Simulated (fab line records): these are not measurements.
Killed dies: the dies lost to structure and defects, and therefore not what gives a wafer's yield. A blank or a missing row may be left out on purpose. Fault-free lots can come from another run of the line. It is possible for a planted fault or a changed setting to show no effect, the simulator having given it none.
2 desks, one fault :: flow sfq_line :: every desk sees just its own numbers, and what lay behind them comes last

THE METROLOGY DESK
Lot by lot, what the gauges showed, no matter which tool ran the lot: averages of those sampled wafers that carry a number. Marked OUT: a lot whose mean sits more than 4 standard deviations from the usual mean, which makes it out of limits; the brackets give that distance.
Columns: A = I1_BOW at SFQ_I1_BOW_MEAS_912, usual 2 um; B = I1_OVL at SFQ_I1_OVL_MEAS_913, usual -2 nm
lot: L490
first seen here: day 26 14:47
A: -4
B: -2

lot: L492
first seen here: day 26 21:05
A: -2
B: -9

lot: L494
first seen here: day 27 03:05
A: -7
B: -8

lot: L498
first seen here: day 27 12:40
A: 10
B: -16

lot: L501
first seen here: day 27 18:07
A: 13
B: -4

lot: L502
first seen here: day 27 18:39
A: 1
B: -2
This desk's finding: nothing out of limits on any of the 6 lots.

FOR THE TOOL OWNER'S DESK: rie_diel-04
The tool's own readings at SFQ_TRILAYER_I1_VIA_BARC_OPEN_VIA_ETCH_071 (etches BARC in O2, target depth 125 nm, time 41.7 s): means of the sampled wafers that have a number, for each lot that ran on this tool. Marked OUT: a lot whose mean sits more than 4 standard deviations from the usual mean, which makes it out of limits; the brackets give that distance.
Columns: A = drypump_motor_current_A at SFQ_TRILAYER_I1_VIA_BARC_OPEN_VIA_ETCH_071, usual 5.7 A; B = oes_product_au at SFQ_TRILAYER_I1_VIA_BARC_OPEN_VIA_ETCH_071, usual 0.686 a.u.; C = run_length_s at SFQ_TRILAYER_I1_VIA_BARC_OPEN_VIA_ETCH_071, usual 69.9 s
lot: L490
first seen here: day 33 09:30
A: 5.6
B: 0.683
C: 70.1

lot: L492
first seen here: day 33 13:06
A: 5.5
B: 0.689
C: 69.9

lot: L498
first seen here: day 34 02:25
A: 5.3
B: 0.657 (-5.4) OUT
C: 74.2 (+11) OUT

lot: L501
first seen here: day 34 07:13
A: 5.3
B: 0.654 (-6.0) OUT
C: 74.2 (+11) OUT
This desk finds L498, L501 out of limits, L498 being first, at day 34 02:25 (oes_product_au at SFQ_TRILAYER_I1_VIA_BARC_OPEN_VIA_ETCH_071). L490, L492 stayed within limits.

PUT TOGETHER
On L498, L501, at day 34 02:25, an alarm was possible from the tool owner's desk.
At the metrology desk, nothing out of limits was observed.
The metrology desk has L498, L501 on record, within its limits.
All the named lots went through SFQ_TRILAYER_I1_VIA_BARC_OPEN_VIA_ETCH_071 on rie_diel-04.

WHAT HAD BEEN PUT IN BY THE SIMULATOR
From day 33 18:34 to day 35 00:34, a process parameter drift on rie_diel-04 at SFQ_TRILAYER_I1_VIA_BARC_OPEN_VIA_ETCH_071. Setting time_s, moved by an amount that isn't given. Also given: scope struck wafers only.
Struck lots among those shown: L498, L501.
How many hours passed from the start of the fault until each desk's first out-of-limits reading: the tool owner's desk, 8.
